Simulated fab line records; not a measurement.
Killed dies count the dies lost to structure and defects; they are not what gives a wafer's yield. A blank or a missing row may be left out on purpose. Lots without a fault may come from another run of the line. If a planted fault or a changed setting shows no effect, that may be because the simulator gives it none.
What tool caused it? :: flow gf180mcu :: 12 lots with 35 wafers sampled at 3 steps, on a route of 602 steps

== WHAT THE GAUGES READ, wafer by wafer ==
GF_STI_THK_MEAS_02. Usual: STI_OXIDATION_THK typically reads 9.98 nm, with standard deviation 0.19.
lot: L501
measured: day 1 11:55
on: film metro-01
STI_OXIDATION_THK (nm): 10.03 9.83 9.89
flag: 

lot: L502
measured: day 1 17:55
on: film metro-01
STI_OXIDATION_THK (nm): 10.24 10.14 10.31
flag: 

lot: L503
measured: day 1 21:58
on: film metro-01
STI_OXIDATION_THK (nm): 10.09 10.25 10.20
flag: 

lot: L504
measured: day 2 02:43
on: film metro-01
STI_OXIDATION_THK (nm): 9.83 9.97 9.84
flag: 

lot: L505
measured: day 2 07:31
on: film metro-01
STI_OXIDATION_THK (nm): 10.11 10.03
flag: 

lot: L514
measured: day 4 04:31
on: film metro-02
STI_OXIDATION_THK (nm): 9.87 9.95 9.72
flag: 

lot: L519
measured: day 5 08:10
on: film metro-02
STI_OXIDATION_THK (nm): 9.60 9.86 9.69
flag: 

lot: L520
measured: day 5 12:06
on: film metro-01
STI_OXIDATION_THK (nm): 9.99 9.96 9.89
flag: 

lot: L521
measured: day 5 15:49
on: film metro-02
STI_OXIDATION_THK (nm): 10.17 9.94 10.09
flag: 

lot: L522
measured: day 5 20:55
on: film metro-03
STI_OXIDATION_THK (nm): 9.64 9.76 9.87
flag: 

lot: L523
measured: day 6 01:32
on: film metro-01
STI_OXIDATION_THK (nm): 10.06 10.15 10.18
flag: 

lot: L524
measured: day 6 06:55
on: film metro-02
STI_OXIDATION_THK (nm): 9.81 9.72 9.69
flag: 

GF_STI_THK_MEAS_24. Usual: STI_CVD_23_THK typically reads 646 nm, with standard deviation 7.4.
lot: L501
measured: day 2 03:33
on: film metro-03
STI_CVD_23_THK (nm): 647 640 649
flag: 

lot: L502
measured: day 2 09:16
on: film metro-02
STI_CVD_23_THK (nm): 651 649 644
flag: 

lot: L503
measured: day 2 14:05
on: film metro-03
STI_CVD_23_THK (nm): 653 646 656
flag: 

lot: L504
measured: day 2 19:18
on: film metro-01
STI_CVD_23_THK (nm): 654 638 651
flag: 

lot: L505
measured: day 3 00:36
on: film metro-01
STI_CVD_23_THK (nm): 645 649
flag: 

lot: L514
measured: day 4 22:02
on: film metro-03
STI_CVD_23_THK (nm): 647 638 636
flag: 

lot: L519
measured: day 6 03:01
on: film metro-03
STI_CVD_23_THK (nm): 639 653 648
flag: 

lot: L520
measured: day 6 05:53
on: film metro-03
STI_CVD_23_THK (nm): 645 653 647
flag: 

lot: L521
measured: day 6 11:54
on: film metro-02
STI_CVD_23_THK (nm): 642 653 643
flag: 

lot: L522
measured: day 6 17:03
on: film metro-03
STI_CVD_23_THK (nm): 649 635 653
flag: 

lot: L523
measured: day 6 21:08
on: film metro-02
STI_CVD_23_THK (nm): 657 647 651
flag: 

lot: L524
measured: day 7 01:41
on: film metro-03
STI_CVD_23_THK (nm): 647 658 648
flag: 

== EACH LOT AND THE TOOL THAT RAN IT (in order: tool; ch and the chambers of the sampled wafers; start) ==
lot: L501
GF_STI_ETCH_14: rie si-02 ch 0,2,3, day 2 01:46

lot: L502
GF_STI_ETCH_14: rie si-02 ch 0,2,3, day 2 07:28

lot: L503
GF_STI_ETCH_14: rie si-02 ch 1,2,3, day 2 12:06

lot: L504
GF_STI_ETCH_14: rie si-02 ch 0,1, day 2 17:29

lot: L505
GF_STI_ETCH_14: rie si-02 ch 0,1, day 2 21:51

lot: L514
GF_STI_ETCH_14: rie si-01 ch 0,2,3, day 4 20:14

lot: L519
GF_STI_ETCH_14: rie si-02 ch 0,3, day 6 00:57

lot: L520
GF_STI_ETCH_14: rie si-01 ch 0,1,2, day 6 04:05

lot: L521
GF_STI_ETCH_14: rie si-01 ch 0,3, day 6 10:04

lot: L522
GF_STI_ETCH_14: rie si-02 ch 0,1,2, day 6 14:19

lot: L523
GF_STI_ETCH_14: rie si-02 ch 1,3, day 6 19:17

lot: L524
GF_STI_ETCH_14: rie si-02 ch 0,2,3, day 6 23:52
- GF_STI_ETCH_14: etches Si in HBr/Cl2/O2, target depth 360 nm, time 102.9 s.

== AS READ BY THE TOOLS THEMSELVES (means over the sampled wafers that have a number; for cases with no such wafer, the mark the record gives instead) ==
GF_STI_ETCH_14. Usual: bias w 150.0 W, standard deviation 0.46; drypump motor current A 5.3 A, standard deviation 0.35; oes product au 0.996 a.u., standard deviation 0.0086; run length s 131.0 s, standard deviation 0.31; throttle valve pct 25.660 %, standard deviation 0.0098.
lot: L501
tool: rie si-02
bias w (W): 150.1
drypump motor current A (A): 5.3
oes product au (a.u.): 0.992
run length s (s): 130.9
throttle valve pct (%): 25.658
flag: 

lot: L502
tool: rie si-02
bias w (W): 150.2
drypump motor current A (A): 5.2
oes product au (a.u.): 0.994
run length s (s): 131.0
throttle valve pct (%): 25.666
flag: 

lot: L503
tool: rie si-02
bias w (W): 150.0
drypump motor current A (A): 5.1
oes product au (a.u.): 0.999
run length s (s): 130.9
throttle valve pct (%): 25.666
flag: 

lot: L504
tool: rie si-02
bias w (W): 150.7
drypump motor current A (A): 5.4
oes product au (a.u.): 0.995
run length s (s): 132.2
throttle valve pct (%): 25.658
flag: OFF

lot: L505
tool: rie si-02
bias w (W): 149.8
drypump motor current A (A): 5.5
oes product au (a.u.): 0.988
run length s (s): 135.3
throttle valve pct (%): 25.665
flag: OFF

lot: L514
tool: rie si-01
bias w (W): 149.6
drypump motor current A (A): 5.5
oes product au (a.u.): 0.996
run length s (s): 131.0
throttle valve pct (%): 25.661
flag: 

lot: L519
tool: rie si-02
bias w (W): 150.4
drypump motor current A (A): 5.5
oes product au (a.u.): 0.996
run length s (s): 131.1
throttle valve pct (%): 25.652
flag: 

lot: L520
tool: rie si-01
bias w (W): 149.9
drypump motor current A (A): 5.7
oes product au (a.u.): 0.998
run length s (s): 131.3
throttle valve pct (%): 25.660
flag: 

lot: L521
tool: rie si-01
bias w (W): 149.8
drypump motor current A (A): 5.8
oes product au (a.u.): 1.000
run length s (s): 131.2
throttle valve pct (%): 25.657
flag: 

lot: L522
tool: rie si-02
bias w (W): 149.8
drypump motor current A (A): 5.3
oes product au (a.u.): 1.005
run length s (s): 130.9
throttle valve pct (%): 25.661
flag: 

lot: L523
tool: rie si-02
bias w (W): 150.0
drypump motor current A (A): 5.1
oes product au (a.u.): 0.997
run length s (s): 130.9
throttle valve pct (%): 25.652
flag: 

lot: L524
tool: rie si-02
bias w (W): 149.8
drypump motor current A (A): 5.2
oes product au (a.u.): 0.990
run length s (s): 131.2
throttle valve pct (%): 25.664
flag: 

== THE ANSWER, worked out from the rows above alone ==
Rule: lot off if the mean of its wafers having a number is beyond 3 standard deviations from the usual mean. A lot without any number at a reading at which 4 lots or more have one is off too. Where the step has rows for the other lots, those lots are counted as sound. First the gauges in route order, then the tools' own readings, where a lot's mean is used as printed above. The first step at which some lot is off is used, and at that step the reading that is off furthest; a lot without a number counts as furthest.
Off: L504, L505 (GF_STI_ETCH_14, run length s).
A tool fits if, at that step or a process step before it, it ran every lot that is off, and no sound lot after the first of them. None of those tried fits.

== WHAT THE SIMULATOR HAD PUT IN ==
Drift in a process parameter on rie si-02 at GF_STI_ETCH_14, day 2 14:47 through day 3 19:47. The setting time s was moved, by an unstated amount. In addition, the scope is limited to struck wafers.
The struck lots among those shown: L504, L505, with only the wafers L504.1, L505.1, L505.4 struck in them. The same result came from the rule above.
